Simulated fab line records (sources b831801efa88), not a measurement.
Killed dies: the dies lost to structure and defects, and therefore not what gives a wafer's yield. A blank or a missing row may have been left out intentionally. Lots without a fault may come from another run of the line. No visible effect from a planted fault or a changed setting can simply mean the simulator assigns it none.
What tool caused it? | flow sky130 | 12 lots, 36 wafers sampled, at 4 steps of a route of 708

## WHAT EACH GAUGE READ, for each wafer
SKY_VT_ADJUST_NCORE_TW_MEAS_11. Usual: VT_ADJUST_NCORE_TW typically reads 220.0, with standard deviation 1.3.
lot  | measured     | on            | VT_ADJUST_NCORE_TW | flag
L427 | day 8 20:11  | film-metro-03 | 220.5 219.5 219.2  |
L428 | day 8 22:58  | film-metro-03 | 220.6 220.8 219.8  |
L429 | day 9 08:08  | film-metro-01 | 218.8 218.4 220.1  |
L430 | day 9 20:46  | film-metro-04 | 219.8 219.9 222.2  |
L432 | day 10 08:43 | film-metro-03 | 220.1 218.8 219.8  |
L437 | day 11 15:14 | film-metro-01 | 218.3 219.0 218.7  |
L438 | day 12 02:35 | film-metro-04 | 221.6 220.1 221.8  |
L440 | day 12 11:56 | film-metro-01 | 217.8 218.6 216.8  |
L441 | day 12 20:44 | film-metro-03 | 219.0 220.4 220.0  |
L446 | day 14 09:41 | film-metro-04 | 221.3 221.8 221.2  |
L447 | day 14 20:24 | film-metro-04 | 221.7 222.1 222.2  |
L448 | day 14 23:24 | film-metro-04 | 222.2 222.5 221.8  |

SKY_VT_ADJUST_PCH_OVL_MEAS_07. Usual: VT_ADJUST_PCH_OVL typically reads -0.6 nm, with standard deviation 1.7.
lot  | measured     | on         | VT_ADJUST_PCH_OVL (nm) | flag
L427 | day 10 16:58 | overlay-02 | -3.1 -3.3 -2.3         |
L428 | day 10 21:08 | overlay-02 | -4.0 -3.5 -3.9         |
L429 | day 11 06:43 | overlay-01 | 1.6 2.2 2.5            |
L430 | day 11 19:59 | overlay-02 | -2.6 -1.6 -2.3         |
L432 | day 12 09:28 | overlay-02 | -0.4 -0.9 -1.9         |
L437 | day 13 17:53 | overlay-01 | -1.1 -1.2 -1.1         |
L438 | day 14 04:38 | overlay-02 | 1.4 0.5 2.0            |
L440 | day 14 15:05 | overlay-01 | 2.8 1.8 1.1            |
L441 | day 14 23:55 | overlay-02 | 0.2 0.0 -0.7           |
L446 | day 16 15:20 | overlay-01 | 0.1 -1.6 -0.2          |
L447 | day 17 04:02 | overlay-01 | -0.6 0.9 -0.4          |
L448 | day 17 07:17 | overlay-01 | -1.6 -2.2 -1.5         |

SKY_VT_ADJUST_PCH_TW_MEAS_10. Usual: VT_ADJUST_PCH_TW typically reads 142.7, with standard deviation 0.86.
lot  | measured     | on            | VT_ADJUST_PCH_TW  | flag
L427 | day 10 17:15 | film-metro-03 | 142.9 142.4 142.7 |
L428 | day 10 21:26 | film-metro-03 | 143.2 143.7 143.4 |
L429 | day 11 06:59 | film-metro-03 | 143.4 143.7 143.2 |
L430 | day 11 20:17 | film-metro-02 | 142.2 142.1 141.0 |
L432 | day 12 09:44 | film-metro-01 | 142.3 142.1 141.2 |
L437 | day 13 18:29 | film-metro-03 | 172.9 173.5 173.1 | OFF
L438 | day 14 04:56 | film-metro-02 | 142.7 141.9 142.4 |
L440 | day 14 15:23 | film-metro-01 | 144.9 143.4 143.3 |
L441 | day 15 00:12 | film-metro-01 | 142.9 143.2 142.5 |
L446 | day 16 15:56 | film-metro-01 | 172.2 172.1 172.4 | OFF
L447 | day 17 04:48 | film-metro-01 | 171.7 171.7 172.0 | OFF
L448 | day 17 07:35 | film-metro-01 | 143.5 143.0 143.3 |

## WHAT TOOL EACH LOT RAN ON (gives the tool, then ch and the chambers of the sampled wafers, and finally the start)
lot  | SKY_VT_ADJUST_PCH_IMPLANT_08
L427 | implanter-04 ch 0, day 10 17:01
L428 | implanter-04 ch 0, day 10 21:11
L429 | implanter-02 ch 0, day 11 06:44
L430 | implanter-02 ch 0, day 11 20:02
L432 | implanter-02 ch 0, day 12 09:29
L437 | implanter-01 ch 0, day 13 17:55
L438 | implanter-02 ch 0, day 14 04:43
L440 | implanter-04 ch 0, day 14 15:10
L441 | implanter-02 ch 0, day 14 23:58
L446 | implanter-02 ch 0, day 16 15:23
L447 | implanter-01 ch 0, day 17 04:05
L448 | implanter-01 ch 0, day 17 07:20
- SKY_VT_ADJUST_PCH_IMPLANT_08

## AS READ BY THE TOOLS THEMSELVES (means over the sampled wafers that have a number; for cases with no such wafer, the mark the record gives instead)
SKY_VT_ADJUST_PCH_IMPLANT_08. Usual: beam-on-s reads 10.01 s (standard deviation 0.19).
lot  | tool         | beam-on-s (s) | flag
L427 | implanter-04 | 9.84          |
L428 | implanter-04 | 10.18         |
L429 | implanter-02 | 10.12         |
L430 | implanter-02 | 10.18         |
L432 | implanter-02 | 10.08         |
L437 | implanter-01 | 9.98          |
L438 | implanter-02 | 10.02         |
L440 | implanter-04 | 10.10         |
L441 | implanter-02 | 9.88          |
L446 | implanter-02 | 9.94          |
L447 | implanter-01 | 9.88          |
L448 | implanter-01 | 9.90          |

## THE ANSWER, worked out from the rows above alone
Rule: a lot counts as off when the mean over its wafers that have a number is more than 3 standard deviations away from the usual mean. A lot without any number at a reading at which 4 lots or more have one is off too. Where the step has rows for the other lots, those lots are counted as sound. After the gauges, taken in route order, come the tools' own readings; for these a lot's mean is taken, as printed above. The first step at which some lot is off is used, and at that step the reading that is off furthest; a lot without a number counts as furthest.
Off: at SKY_VT_ADJUST_PCH_TW_MEAS_10 (VT_ADJUST_PCH_TW), L437, L446, L447.
If a tool, at a process step before that reading, ran all the lots that are off and no sound lot after the first of them, it fits. The gauges at SKY_VT_ADJUST_PCH_TW_MEAS_10 are tried like those tools. None of those tried fits.

## WHAT THE SIMULATOR HAD INSERTED
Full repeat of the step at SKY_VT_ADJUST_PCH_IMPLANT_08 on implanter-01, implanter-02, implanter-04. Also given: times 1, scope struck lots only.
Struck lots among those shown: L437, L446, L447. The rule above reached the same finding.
